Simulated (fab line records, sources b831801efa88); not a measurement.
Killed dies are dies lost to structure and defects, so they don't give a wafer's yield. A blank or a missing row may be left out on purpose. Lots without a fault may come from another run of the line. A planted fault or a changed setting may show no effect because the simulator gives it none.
Which tool did it? | flow gf180mcu | 12 lots, 36 wafers sampled, at 5 steps of a route of 602

WHAT THE GAUGES READ, wafer by wafer
GF_HV_LDD_CD_MEAS_31: target cd 400 nm.
lot  | measured     | on        | cd_nm (nm)
L357 | day 12 12:37 | cd_sem-01 | 399.1 399.0 402.1
L359 | day 12 18:28 | cd_sem-01 | 399.4 401.6 397.5
L360 | day 13 01:52 | cd_sem-01 | 396.8 399.5 398.5
L362 | day 13 20:34 | cd_sem-01 | 399.3 399.1 400.1
L365 | day 14 19:46 | cd_sem-02 | 399.6 399.1 398.2
L367 | day 15 16:25 | cd_sem-02 | 393.9 394.4 393.3
L370 | day 16 11:56 | cd_sem-01 | 400.5 399.2 399.3
L373 | day 17 12:19 | cd_sem-02 | 404.0 404.2 402.2
L374 | day 17 17:41 | cd_sem-01 | 400.1 400.6 400.6
L375 | day 18 01:26 | cd_sem-01 | 400.5 401.5 401.9
L376 | day 18 08:34 | cd_sem-02 | 401.0 401.0 402.1
L378 | day 19 00:21 | cd_sem-02 | 396.2 395.4 396.4

GF_HV_LDD_RS_MEAS_53: measures by four-point-probe.
lot  | measured     | on            | HV_LDD_RS (ohm/sq)
L357 | day 13 08:41 | film_metro-01 | 418.9 419.6 419.2
L359 | day 13 15:39 | film_metro-03 | 417.1 417.2 418.0
L360 | day 13 23:58 | film_metro-02 | 419.2 419.2 419.8
L362 | day 14 19:13 | film_metro-03 | 418.7 418.1 418.4
L365 | day 15 18:28 | film_metro-03 | 416.9 416.6 417.2
L367 | day 16 15:09 | film_metro-02 | 417.2 417.0 418.1
L370 | day 17 11:01 | film_metro-03 | 418.5 418.9 418.3
L373 | day 18 12:40 | film_metro-01 | 416.4 414.9 416.3
L374 | day 18 18:34 | film_metro-03 | 418.2 418.2 418.4
L375 | day 19 01:40 | film_metro-03 | 415.1 414.2 414.7
L376 | day 19 09:46 | film_metro-03 | 419.3 418.6 418.5
L378 | day 20 01:43 | film_metro-03 | 417.1 417.1 417.4

WHICH TOOL RAN EACH LOT (tool, then ch and the chambers of the sampled wafers, then the start)
lot  | GF_VT_IMPLANT_STRIP_20               | GF_VT_IMPLANT_RTA_45             | GF_HV_LDD_IMPLANT_33
L357 | plasma_asher-04 ch 0,1, day 6 19:32  | rtp_anneal-02 ch 0, day 8 03:34  | implanter-01 ch 0, day 12 12:46
L359 | plasma_asher-03 ch 0,1, day 7 06:53  | rtp_anneal-01 ch 0, day 8 15:45  | implanter-03 ch 0, day 12 18:37
L360 | plasma_asher-02 ch 0,1, day 7 13:26  | rtp_anneal-02 ch 0, day 8 22:30  | implanter-03 ch 0, day 13 02:03
L362 | plasma_asher-04 ch 0,1, day 8 01:53  | rtp_anneal-01 ch 0, day 9 11:35  | implanter-03 ch 0, day 13 20:44
L365 | plasma_asher-03 ch 0,1, day 8 22:32  | rtp_anneal-02 ch 0, day 10 09:21 | implanter-03 ch 0, day 14 19:56
L367 | plasma_asher-03 ch 0,1, day 9 13:30  | rtp_anneal-02 ch 0, day 11 01:52 | implanter-02 ch 0, day 15 16:35
L370 | plasma_asher-03 ch 0,1, day 10 05:09 | rtp_anneal-01 ch 0, day 11 18:13 | implanter-01 ch 0, day 16 12:06
L373 | plasma_asher-02 ch 0,1, day 11 01:20 | rtp_anneal-02 ch 0, day 12 15:57 | implanter-03 ch 0, day 17 12:28
L374 | plasma_asher-04 ch 0,1, day 11 06:38 | rtp_anneal-01 ch 0, day 12 21:09 | implanter-01 ch 0, day 17 17:51
L375 | plasma_asher-04 ch 0,1, day 11 15:11 | rtp_anneal-01 ch 0, day 13 06:17 | implanter-03 ch 0, day 18 01:36
L376 | plasma_asher-02 ch 0,1, day 11 19:59 | rtp_anneal-01 ch 0, day 13 11:37 | implanter-02 ch 0, day 18 08:43
L378 | plasma_asher-02 ch 0,1, day 12 08:16 | rtp_anneal-02 ch 0, day 13 23:55 | implanter-02 ch 0, day 19 00:31
- GF_VT_IMPLANT_STRIP_20: strips in O2/N2.
- GF_VT_IMPLANT_RTA_45: time 30 s.
- GF_HV_LDD_IMPLANT_33

WHAT THE TOOLS THEMSELVES READ (means of the sampled wafers that have a number; where no wafer has one, the mark that the record gives instead)
GF_VT_IMPLANT_STRIP_20.
lot  | tool            | drypump_motor_current_A (A) | heater_power_w (W) | oes_product_au (a.u.) | platen_temp_c (C) | strip_time_to_endpoint_s (s)
L357 | plasma_asher-04 | 5.8                         | 343                | 0.719                 | 250.05            | 12.65
L359 | plasma_asher-03 | 5.0                         | 349                | 0.718                 | 249.81            | 12.60
L360 | plasma_asher-02 | 6.1                         | 344                | 0.721                 | 250.21            | 12.62
L362 | plasma_asher-04 | 5.8                         | 339                | 0.717                 | 250.10            | 12.67
L365 | plasma_asher-03 | 5.5                         | 338                | 0.719                 | 250.03            | 12.58
L367 | plasma_asher-03 | 5.5                         | 339                | 0.717                 | 249.93            | 12.70
L370 | plasma_asher-03 | 5.5                         | 339                | 0.716                 | 249.90            | 12.61
L373 | plasma_asher-02 | 6.1                         | 349                | 0.716                 | 249.91            | 12.62
L374 | plasma_asher-04 | 5.8                         | 331                | 0.712                 | 250.02            | 12.60
L375 | plasma_asher-04 | 5.8                         | 348                | 0.715                 | 249.87            | 12.57
L376 | plasma_asher-02 | 6.1                         | 353                | 0.716                 | 249.95            | 12.66
L378 | plasma_asher-02 | 6.4                         | 329                | 0.716                 | 249.86            | 12.66

GF_VT_IMPLANT_RTA_45.
lot  | tool          | chamber_o2_ppm | lamp_power_pct (%) | wafer_temp_C_max
L357 | rtp_anneal-02 | 1.970          | 33.1               | 1055.5
L359 | rtp_anneal-01 | 2.041          | 35.5               | 1058.5
L360 | rtp_anneal-02 | 2.023          | 33.1               | 1054.9
L362 | rtp_anneal-01 | 1.999          | 35.5               | 1057.3
L365 | rtp_anneal-02 | 1.997          | 33.1               | 1054.1
L367 | rtp_anneal-02 | 2.022          | 33.0               | 1055.1
L370 | rtp_anneal-01 | 1.989          | 35.4               | 1060.4
L373 | rtp_anneal-02 | 2.004          | 33.0               | 1055.1
L374 | rtp_anneal-01 | 2.004          | 35.4               | 1058.4
L375 | rtp_anneal-01 | 1.998          | 35.4               | 1061.5
L376 | rtp_anneal-01 | 2.005          | 35.5               | 1059.7
L378 | rtp_anneal-02 | 1.991          | 33.0               | 1054.4

GF_HV_LDD_IMPLANT_33.
lot  | tool         | dose_ions_cm2 | faraday_current_uA | rotation_deg (degrees)
L357 | implanter-01 | 7.5e+12       | 43.0               | 0.008
L359 | implanter-03 | 7.5e+12       | 42.7               | -0.004
L360 | implanter-03 | 7.5e+12       | 41.9               | 0.005
L362 | implanter-03 | 7.5e+12       | 42.4               | 0.011
L365 | implanter-03 | 7.5e+12       | 42.1               | -0.001
L367 | implanter-02 | 7.5e+12       | 42.9               | -0.036
L370 | implanter-01 | 7.5e+12       | 42.3               | 0.018
L373 | implanter-03 | 8.4e+12       | 48.7               | -0.001
L374 | implanter-01 | 7.5e+12       | 41.6               | -0.026
L375 | implanter-03 | 8.4e+12       | 47.6               | -0.013
L376 | implanter-02 | 7.5e+12       | 41.8               | -0.003
L378 | implanter-02 | 7.5e+12       | 42.4               | 0.010

THE ANSWER, worked out from the rows above alone
Rule: what is usual is taken from the lots themselves. Put in order of their means at a reading, lots are off if they are a third of the lots or fewer, leave a main group of 4 or more, and stand apart from it by a gap of 3 or more times the standard deviation of the main group's means; of several such gaps the widest counts. A main group whose means are all the same, to the digits that the tables above print for the reading, isn't used. A lot without any number at a reading at which 4 lots or more have one is off too. The other lots that the step has rows for count as sound. The gauges are gone through in route order, then the tools' own readings, and for those a lot's mean is taken as printed above. The first step at which some lot is off is used, and at that step the reading that is off furthest; a lot without a number counts as furthest.
Off: L373, L375, at GF_HV_LDD_IMPLANT_33 (faraday_current_uA). The main group: mean 42.3, standard deviation 0.44.
A tool fits if, at that step or a process step before it, it ran every lot that is off, and no sound lot after the first of them. One fits: implanter-03 at GF_HV_LDD_IMPLANT_33. Its last sound lot is L365 (day 14 19:56), its first lot that is off L373 (day 17 12:28): a fault that began between those two fits.
The tool's own readings at GF_HV_LDD_IMPLANT_33 bear it out: on the lots that are off they differ by more than 5 times the standard deviation of the sound lots' means. dose_ions_cm2 reads 8.4e+12 there against 7.5e+12 on the sound lots; faraday_current_uA reads 48.2 there against 42.3 on the sound lots.

WHAT THE SIMULATOR HAD PUT IN
Process parameter drift: implanter-03, from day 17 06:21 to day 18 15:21, at GF_HV_LDD_IMPLANT_33. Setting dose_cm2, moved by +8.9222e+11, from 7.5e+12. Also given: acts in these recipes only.
Lots struck among those shown: L373, L375. The rule above found the same.
